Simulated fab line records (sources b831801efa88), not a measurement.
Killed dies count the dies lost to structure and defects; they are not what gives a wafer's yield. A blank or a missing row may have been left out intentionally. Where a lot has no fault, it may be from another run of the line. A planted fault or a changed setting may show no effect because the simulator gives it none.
Chamber matching	flow sfq_line	SFQ_TRILAYER_A5B_CMP_CMP_130 on cmp-02 has 4 sister chambers
The step polishes, stops on Nb, target thk 340.7 nm. 4 wafers are shown with their chamber, then 6 later ones without.

== WAFERS, EACH WITH ITS CHAMBER ==
wafer	chamber	motor_current_A (A)
L458.5	3	10.8
L461.2	1	10.7
L464.2	2	11.1
L464.5	0	8.8

== WAFERS WITHOUT THEIR CHAMBER ==
wafer	motor_current_A (A)
L464.6	10.2
L467.4	11.4
L467.6	8.9
L476.1	10.8
L476.3	9.9
L476.5	9.7

== WHICH CHAMBER EACH WENT THROUGH ==
wafer	from the rows above	in truth
L464.6	can't be placed: 1 or 3 or 2 or 0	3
L467.4	can't be placed: 2 or 3 or 1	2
L467.6	0	0
L476.1	can't be placed: 3 or 1 or 2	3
L476.3	can't be placed: 1 or 3 or 0 or 2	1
L476.5	can't be placed: 0 or 1 or 3 or 2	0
1 of 6 placed correctly. Not placeable from these rows: 5 (in 5, the candidates include the true chamber). Placed wrongly: 0.
How it was worked out, from the rows above alone: a wafer's distance from a chamber is the root of the sum, over the readings, of the square of ((its reading less the chamber's mean) divided by the reading's scatter). If the next closest chamber is less than 2 further off than the closest, the wafer can't be placed; otherwise it belongs to the closest. For every chamber, the mean is computed from those of its wafers that are shown. The scatter: with one shown wafer a chamber, the root of the mean of the squares of how far each hidden wafer lies from its nearest shown one.
